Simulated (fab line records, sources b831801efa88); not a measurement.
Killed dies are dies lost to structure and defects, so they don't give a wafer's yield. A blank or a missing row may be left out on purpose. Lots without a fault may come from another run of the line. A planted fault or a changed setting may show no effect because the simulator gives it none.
Which tool did it? | flow gf180mcu | 7 lots, 19 wafers sampled, at 2 steps of a route of 602

WHAT THE GAUGES READ, wafer by wafer
GF_STI_CD_MEAS_12: target cd 220 nm.
lot  | measured    | on        | cd_nm (nm)
L502 | day 2 07:12 | cd_sem-01 | 219.2 219.1 219.1
L504 | day 2 16:17 | cd_sem-01 | 217.3 219.2 217.6
L506 | day 3 04:04 | cd_sem-01 | 219.8 219.5 221.0
L508 | day 3 13:34 | cd_sem-01 | 219.4 218.9 218.9
L511 | day 4 04:40 | cd_sem-02 | 220.0 220.0 220.0
L522 | day 6 12:46 | cd_sem-02 | 203.5 203.4
L524 | day 7 00:19 | cd_sem-02 | 221.2 219.3 220.3

WHICH TOOL RAN EACH LOT (tool, then ch and the chambers of the sampled wafers, then the start)
lot  | GF_STI_EXPOSE_09
L502 | krf_scanner-02 ch 0, day 2 01:40
L504 | krf_scanner-02 ch 0, day 2 10:27
L506 | krf_scanner-01 ch 0, day 2 22:08
L508 | krf_scanner-01 ch 0, day 3 07:29
L511 | krf_scanner-01 ch 0, day 3 21:58
L522 | krf_scanner-02 ch 0, day 6 05:48
L524 | krf_scanner-01 ch 0, day 6 16:45
- GF_STI_EXPOSE_09: exposes mask COMP, target cd 220 nm.

THE ANSWER, worked out from the rows above alone
Rule: what is usual is taken from the lots themselves. Put in order of their means at a reading, lots are off if they are a third of the lots or fewer, leave a main group of 4 or more, and stand apart from it by a gap of 3 or more times the standard deviation of the main group's means; of several such gaps the widest counts. A main group whose means are all the same, to the digits that the tables above print for the reading, isn't used. A lot without any number at a reading at which 4 lots or more have one is off too. The other lots that the step has rows for count as sound.
Off: L522, at GF_STI_CD_MEAS_12 (cd_nm). The main group: mean 219.4 nm, standard deviation 0.78.
A tool fits if, at a process step before that reading, it ran every lot that is off, and no sound lot after the first of them. The gauges at GF_STI_CD_MEAS_12 are tried like those tools. One fits: krf_scanner-02 at GF_STI_EXPOSE_09. Its last sound lot is L504 (day 2 10:27), its first lot that is off L522 (day 6 05:48): a fault that began between those two fits.

WHAT THE SIMULATOR HAD PUT IN
Process parameter drift: krf_scanner-02, from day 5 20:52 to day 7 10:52, at GF_STI_EXPOSE_09. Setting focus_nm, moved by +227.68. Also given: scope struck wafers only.
Lots struck among those shown: L522. The rule above found the same.
